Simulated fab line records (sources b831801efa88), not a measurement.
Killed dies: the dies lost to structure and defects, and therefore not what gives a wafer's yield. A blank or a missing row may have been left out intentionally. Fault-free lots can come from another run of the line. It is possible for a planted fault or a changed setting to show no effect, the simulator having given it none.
A lot that was struck, set against a sound lot ; flow sky130 ; 15 steps out of a route of 708
Sound: these wafers, L252.4, L252.5, L252.6. Wafers L254.3, L254.4, L254.6 were the ones struck. At the end, the cause is stated.
Each step with rows lists, per side, the tool, then ch with its chambers, then its first start. Under that, the readings that differ: sound wafers ; struck wafers ; difference of the means ; sigmas: that difference in standard deviations of wafers without a fault.
alike: readings with means less than 2 such deviations apart, plus words and numbers identical on both sides. not compared: withheld readings, readings lacking a value on some wafer, bounds such as >300 that could conceal the same value, and numbers that have no deviation in the record and whose values overlap.
Wherever a step has rows on one side only, a row that says differs or no value, or a row with sigmas, the two part there. Non-overlapping numbers with no deviation appear without sigmas and do not part them. Lack of a reading on every wafer of one side parts them only where that side has two or more wafers.

first, 6 steps without rows for these wafers: SKY_RES_XHIGH_COAT_02 (resist thk 1140 nm); SKY_RES_XHIGH_SOFTBAKE_03 (time 60 s); SKY_RES_XHIGH_EXPOSE_04 (exposes mask URPM, target cd 1270 nm); SKY_RES_XHIGH_PEB_05; SKY_RES_XHIGH_DEVELOP_06 (develop time 60 s); SKY_RES_XHIGH_IMPLANT_07.
SKY_RES_XHIGH_STRIP_08: strips in O2/N2.
  sound on plasma_asher-03 ch 0,1, day 29 01:23; struck on plasma_asher-02 ch 0,1, day 29 17:08
  alike: drypump_motor_current_A, o2_flow_sccm, oes_product_au, strip_time_to_endpoint_s
  not compared: rf_hours_counter_h
SKY_RES_XHIGH_TW_MEAS_09:
  sound: film_metro-01 at day 29 01:29; struck: film_metro-01 at day 29 17:14
  alike: RES_XHIGH_TW
then, 4 steps without rows for these wafers: SKY_SD_N_DEHYDRATE_00 (time 60 s); SKY_SD_N_HMDS_01 (prime time 60 s); SKY_SD_N_COAT_02 (resist thk 1140 nm); SKY_SD_N_SOFTBAKE_03 (time 60 s).
SKY_SD_N_EXPOSE_04: exposes mask NSDM, target cd 380 nm.
  sound on iline_stepper-02 ch 0, day 29 16:13; struck on iline_stepper-01 ch 0, day 30 07:26
reading;sound;struck;difference;sigmas
exposure_dose_mJ_cm2;141.24 140.98 140.91;141.73 141.66 141.57;+0.61;+5
  alike: mask
following that, these wafers have no rows for 1 step: SKY_SD_N_PEB_05.
-- a jump in the record: the struck wafers' starts before and after are 18 days apart (it breaks off in module SD_N and resumes in module PAD_OPEN, where the first step shown is number 708 of the route) --
SKY_PAD_OPEN_PROBE_99:
  sound: prober-02 at day 47 15:23; struck: prober-02 at day 48 02:32
  alike: killed_at_M0_to_M3, killed_at_M4_up, killed_at_contacts, killed_at_front_end, killed_at_other, killed_dies, killed_on_rim, killed_open, killed_short

WHERE THEY PART
SKY_SD_N_EXPOSE_04 only, going by this record. Later steps at which nothing parts them and some readings are alike: SKY_PAD_OPEN_PROBE_99.

WHY: whatever the simulator had introduced
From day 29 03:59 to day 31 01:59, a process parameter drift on iline_stepper-01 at SKY_SD_N_EXPOSE_04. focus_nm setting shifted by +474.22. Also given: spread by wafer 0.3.
